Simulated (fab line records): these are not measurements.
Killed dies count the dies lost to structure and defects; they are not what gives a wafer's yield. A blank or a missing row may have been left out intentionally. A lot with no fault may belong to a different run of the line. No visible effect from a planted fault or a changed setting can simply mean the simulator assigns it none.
Which tool is to blame? :: flow sky130 :: 11 lots with 33 wafers sampled at 5 steps, on a route of 708 steps

## WHAT EACH GAUGE READ, for each wafer
SKY_FIELD_ISO_THK_MEAS_02.
lot: L956
measured: day 1 12:49
on: film-metro-04
FIELD_ISO_OXIDATION_00_THK (nm): 12.00 12.09 12.33

lot: L957
measured: day 1 16:38
on: film-metro-04
FIELD_ISO_OXIDATION_00_THK (nm): 12.09 12.38 12.02

lot: L958
measured: day 1 23:07
on: film-metro-04
FIELD_ISO_OXIDATION_00_THK (nm): 11.84 11.99 12.16

lot: L959
measured: day 2 04:13
on: film-metro-04
FIELD_ISO_OXIDATION_00_THK (nm): 12.31 11.89 12.15

lot: L960
measured: day 2 07:38
on: film-metro-04
FIELD_ISO_OXIDATION_00_THK (nm): 11.54 11.83 11.59

lot: L961
measured: day 2 12:40
on: film-metro-03
FIELD_ISO_OXIDATION_00_THK (nm): 13.56 13.23 13.45 13.45 13.25 13.49

lot: L962
measured: day 2 17:39
on: film-metro-03
FIELD_ISO_OXIDATION_00_THK (nm): 12.31 12.32 12.39

lot: L963
measured: day 2 22:39
on: film-metro-02
FIELD_ISO_OXIDATION_00_THK (nm): 12.37 12.29 12.14

lot: L969
measured: day 4 05:12
on: film-metro-04
FIELD_ISO_OXIDATION_00_THK (nm): 13.46 13.43 13.52 13.40 13.41 13.54

lot: L976
measured: day 5 16:03
on: film-metro-02
FIELD_ISO_OXIDATION_00_THK (nm): 12.50 12.51 12.52

lot: L979
measured: day 6 07:18
on: film-metro-02
FIELD_ISO_OXIDATION_00_THK (nm): 12.62 12.29 12.37

SKY_NWELL_OVL_MEAS_23.
lot: L956
measured: day 5 15:28
on: overlay-02
NWELL_01_OVL (nm): 1.1 -0.4 0.6

lot: L957
measured: day 5 19:15
on: overlay-02
NWELL_01_OVL (nm): -1.4 -0.6 -0.3

lot: L958
measured: day 6 00:57
on: overlay-01
NWELL_01_OVL (nm): -0.9 -2.0 -0.6

lot: L959
measured: day 6 08:55
on: overlay-01
NWELL_01_OVL (nm): -1.0 0.3 0.6

lot: L960
measured: day 6 15:31
on: overlay-02
NWELL_01_OVL (nm): 0.2 0.7 -0.8

lot: L961
measured: day 6 19:37
on: overlay-01
NWELL_01_OVL (nm): 1.4 1.1 1.1

lot: L962
measured: day 6 23:13
on: overlay-02
NWELL_01_OVL (nm): 2.8 1.0 0.5

lot: L963
measured: day 7 06:52
on: overlay-01
NWELL_01_OVL (nm): 0.0 3.3 0.0

lot: L969
measured: day 8 15:45
on: overlay-02
NWELL_01_OVL (nm): 2.5 2.1 -0.3

lot: L976
measured: day 10 14:15
on: overlay-02
NWELL_01_OVL (nm): 4.1 3.5 1.6

lot: L979
measured: day 11 03:07
on: overlay-01
NWELL_01_OVL (nm): 2.0 1.1 0.7

## EACH LOT AND THE TOOL THAT RAN IT (in order: tool; ch and the chambers of the sampled wafers; start)
lot: L956
SKY_FIELD_ISO_OXIDATION_01: furnace-02 ch 0, day 1 11:17
SKY_DNWELL_STRIP_08: plasma-asher-02 ch 0,1, day 3 07:13
SKY_PWDE_STRIP_09: plasma-asher-01 ch 0,1, day 4 01:16

lot: L957
SKY_FIELD_ISO_OXIDATION_01: furnace-01 ch 0, day 1 15:07
SKY_DNWELL_STRIP_08: plasma-asher-01 ch 0,1, day 3 12:03
SKY_PWDE_STRIP_09: plasma-asher-03 ch 0,1, day 4 05:41

lot: L958
SKY_FIELD_ISO_OXIDATION_01: furnace-02 ch 0, day 1 21:36
SKY_DNWELL_STRIP_08: plasma-asher-03 ch 0,1, day 3 16:48
SKY_PWDE_STRIP_09: plasma-asher-04 ch 0, day 4 10:59

lot: L959
SKY_FIELD_ISO_OXIDATION_01: furnace-01 ch 0, day 2 02:43
SKY_DNWELL_STRIP_08: plasma-asher-02 ch 0,1, day 4 00:34
SKY_PWDE_STRIP_09: plasma-asher-01 ch 0,1, day 4 18:54

lot: L960
SKY_FIELD_ISO_OXIDATION_01: furnace-02 ch 0, day 2 06:07
SKY_DNWELL_STRIP_08: plasma-asher-02 ch 0,1, day 4 06:54
SKY_PWDE_STRIP_09: plasma-asher-03 ch 0,1, day 5 01:41

lot: L961
SKY_FIELD_ISO_OXIDATION_01: furnace-02 ch 0, day 2 11:07
SKY_DNWELL_STRIP_08: plasma-asher-02 ch 0,1, day 4 11:05
SKY_PWDE_STRIP_09: plasma-asher-03 ch 0,1, day 5 04:55

lot: L962
SKY_FIELD_ISO_OXIDATION_01: furnace-01 ch 0, day 2 16:07
SKY_DNWELL_STRIP_08: plasma-asher-01 ch 0,1, day 4 13:44
SKY_PWDE_STRIP_09: plasma-asher-04 ch 0,1, day 5 08:14

lot: L963
SKY_FIELD_ISO_OXIDATION_01: furnace-01 ch 0, day 2 21:07
SKY_DNWELL_STRIP_08: plasma-asher-01 ch 0,1, day 4 21:11
SKY_PWDE_STRIP_09: plasma-asher-04 ch 0,1, day 5 16:14

lot: L969
SKY_FIELD_ISO_OXIDATION_01: furnace-02 ch 0, day 4 03:41
SKY_DNWELL_STRIP_08: plasma-asher-03 ch 0,1, day 6 03:15
SKY_PWDE_STRIP_09: plasma-asher-04 ch 0,1, day 6 22:38

lot: L976
SKY_FIELD_ISO_OXIDATION_01: furnace-01 ch 0, day 5 14:32
SKY_DNWELL_STRIP_08: plasma-asher-01 ch 0,1, day 7 19:27
SKY_PWDE_STRIP_09: plasma-asher-04 ch 0,1, day 8 17:17

lot: L979
SKY_FIELD_ISO_OXIDATION_01: furnace-01 ch 0, day 6 05:47
SKY_DNWELL_STRIP_08: plasma-asher-01 ch 0, day 8 08:31
SKY_PWDE_STRIP_09: plasma-asher-04 ch 0,1, day 9 05:53
- SKY_FIELD_ISO_OXIDATION_01: stabilise 600 s, purge 300 s, target thk 12 nm.
- SKY_DNWELL_STRIP_08: strips in O2/N2.
- SKY_PWDE_STRIP_09: strips in O2/N2.

## AS READ BY THE TOOLS THEMSELVES (means over the sampled wafers that have a number; for cases with no such wafer, the mark the record gives instead)
SKY_FIELD_ISO_OXIDATION_01.
lot: L956
tool: furnace-02
spike-tc-lower-C (C): 901.6
zone-power-top-pct (%): 30

lot: L957
tool: furnace-01
spike-tc-lower-C (C): 902.1
zone-power-top-pct (%): 37

lot: L958
tool: furnace-02
spike-tc-lower-C (C): 901.4
zone-power-top-pct (%): 30

lot: L959
tool: furnace-01
spike-tc-lower-C (C): 901.4
zone-power-top-pct (%): 36

lot: L960
tool: furnace-02
spike-tc-lower-C (C): 901.6
zone-power-top-pct (%): 30

lot: L961
tool: furnace-02
spike-tc-lower-C (C): 902.2
zone-power-top-pct (%): 30

lot: L962
tool: furnace-01
spike-tc-lower-C (C): 902.9
zone-power-top-pct (%): 37

lot: L963
tool: furnace-01
spike-tc-lower-C (C): 901.2
zone-power-top-pct (%): 37

lot: L969
tool: furnace-02
spike-tc-lower-C (C): 900.3
zone-power-top-pct (%): 30

lot: L976
tool: furnace-01
spike-tc-lower-C (C): 902.4
zone-power-top-pct (%): 37

lot: L979
tool: furnace-01
spike-tc-lower-C (C): 902.1
zone-power-top-pct (%): 37

SKY_DNWELL_STRIP_08.
lot: L956
tool: plasma-asher-02
drypump-motor-current-A (A): 5.9
n2-flow-sccm (sccm): 299.6
oes-product-au (a.u.): 0.726
strip-time-to-endpoint-s (s): 36.97

lot: L957
tool: plasma-asher-01
drypump-motor-current-A (A): 5.6
n2-flow-sccm (sccm): 300.3
oes-product-au (a.u.): 0.726
strip-time-to-endpoint-s (s): 37.03

lot: L958
tool: plasma-asher-03
drypump-motor-current-A (A): 5.3
n2-flow-sccm (sccm): 300.5
oes-product-au (a.u.): 0.722
strip-time-to-endpoint-s (s): 36.84

lot: L959
tool: plasma-asher-02
drypump-motor-current-A (A): 5.8
n2-flow-sccm (sccm): 300.5
oes-product-au (a.u.): 0.723
strip-time-to-endpoint-s (s): 37.03

lot: L960
tool: plasma-asher-02
drypump-motor-current-A (A): 5.8
n2-flow-sccm (sccm): 299.9
oes-product-au (a.u.): 0.724
strip-time-to-endpoint-s (s): 37.02

lot: L961
tool: plasma-asher-02
drypump-motor-current-A (A): 5.9
n2-flow-sccm (sccm): 299.7
oes-product-au (a.u.): 0.714
strip-time-to-endpoint-s (s): 37.09

lot: L962
tool: plasma-asher-01
drypump-motor-current-A (A): 5.6
n2-flow-sccm (sccm): 299.9
oes-product-au (a.u.): 0.723
strip-time-to-endpoint-s (s): 37.04

lot: L963
tool: plasma-asher-01
drypump-motor-current-A (A): 5.4
n2-flow-sccm (sccm): 298.6
oes-product-au (a.u.): 0.722
strip-time-to-endpoint-s (s): 36.87

lot: L969
tool: plasma-asher-03
drypump-motor-current-A (A): 5.3
n2-flow-sccm (sccm): 300.5
oes-product-au (a.u.): 0.719
strip-time-to-endpoint-s (s): 36.95

lot: L976
tool: plasma-asher-01
drypump-motor-current-A (A): 5.6
n2-flow-sccm (sccm): 300.5
oes-product-au (a.u.): 0.718
strip-time-to-endpoint-s (s): 37.04

lot: L979
tool: plasma-asher-01
drypump-motor-current-A (A): 5.2
n2-flow-sccm (sccm): 299.7
oes-product-au (a.u.): 0.722
strip-time-to-endpoint-s (s): 36.95

SKY_PWDE_STRIP_09.
lot: L956
tool: plasma-asher-01
drypump-motor-current-A (A): 5.4
n2-flow-sccm (sccm): 300.0
oes-product-au (a.u.): 0.720
strip-time-to-endpoint-s (s): 36.77

lot: L957
tool: plasma-asher-03
drypump-motor-current-A (A): 5.3
n2-flow-sccm (sccm): 300.1
oes-product-au (a.u.): 0.722
strip-time-to-endpoint-s (s): 36.96

lot: L958
tool: plasma-asher-04
drypump-motor-current-A (A): 5.6
n2-flow-sccm (sccm): 300.4
oes-product-au (a.u.): 0.724
strip-time-to-endpoint-s (s): 36.90

lot: L959
tool: plasma-asher-01
drypump-motor-current-A (A): 5.4
n2-flow-sccm (sccm): 298.8
oes-product-au (a.u.): 0.725
strip-time-to-endpoint-s (s): 36.78

lot: L960
tool: plasma-asher-03
drypump-motor-current-A (A): 5.2
n2-flow-sccm (sccm): 299.7
oes-product-au (a.u.): 0.722
strip-time-to-endpoint-s (s): 36.95

lot: L961
tool: plasma-asher-03
drypump-motor-current-A (A): 5.2
n2-flow-sccm (sccm): 300.8
oes-product-au (a.u.): 0.721
strip-time-to-endpoint-s (s): 36.76

lot: L962
tool: plasma-asher-04
drypump-motor-current-A (A): 5.8
n2-flow-sccm (sccm): 300.3
oes-product-au (a.u.): 0.721
strip-time-to-endpoint-s (s): 36.96

lot: L963
tool: plasma-asher-04
drypump-motor-current-A (A): 6.0
n2-flow-sccm (sccm): 299.9
oes-product-au (a.u.): 0.722
strip-time-to-endpoint-s (s): 36.90

lot: L969
tool: plasma-asher-04
drypump-motor-current-A (A): 6.1
n2-flow-sccm (sccm): 300.6
oes-product-au (a.u.): 0.726
strip-time-to-endpoint-s (s): 36.99

lot: L976
tool: plasma-asher-04
drypump-motor-current-A (A): 6.1
n2-flow-sccm (sccm): 299.1
oes-product-au (a.u.): 0.724
strip-time-to-endpoint-s (s): 36.90

lot: L979
tool: plasma-asher-04
drypump-motor-current-A (A): 5.8
n2-flow-sccm (sccm): 300.0
oes-product-au (a.u.): 0.722
strip-time-to-endpoint-s (s): 36.84

## THE ANSWER, worked out from the rows above alone
Rule: usual is defined by the lots themselves. Put in order of their means at a reading, lots are off if they are a third of the lots or fewer, leave a main group of 4 or more, and stand apart from it by a gap of 3 or more times the standard deviation of the main group's means; of several such gaps the widest counts. The tables above print the reading to a certain number of digits; a main group whose means all agree to those digits is not used. Also off: a lot with no number at a reading for which 4 or more lots have one. Any other lot the step has rows for is counted as sound. After the gauges, taken in route order, come the tools' own readings; for these a lot's mean is taken, as printed above. The first step at which some lot is off is used, and at that step the reading that is off furthest; a lot without a number counts as furthest.
Off: L961, L969, at SKY_FIELD_ISO_THK_MEAS_02 (FIELD_ISO_OXIDATION_00_THK). Main group: mean 12.18 nm, sd 0.24.
If a tool, at a process step before that reading, ran all the lots that are off and no sound lot after the first of them, it fits. The gauges at SKY_FIELD_ISO_THK_MEAS_02 are tried like those tools. One candidate fits, namely furnace-02 at SKY_FIELD_ISO_OXIDATION_01. Its last sound lot is L960 (day 2 06:07), its first lot that is off L961 (day 2 11:07): a fault that began between those two fits.

## WHAT THE SIMULATOR PUT IN
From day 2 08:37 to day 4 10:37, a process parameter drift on furnace-02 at SKY_FIELD_ISO_OXIDATION_01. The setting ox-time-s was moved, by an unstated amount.
Struck lots among those shown: L961, L969. The rule above reached the same finding.
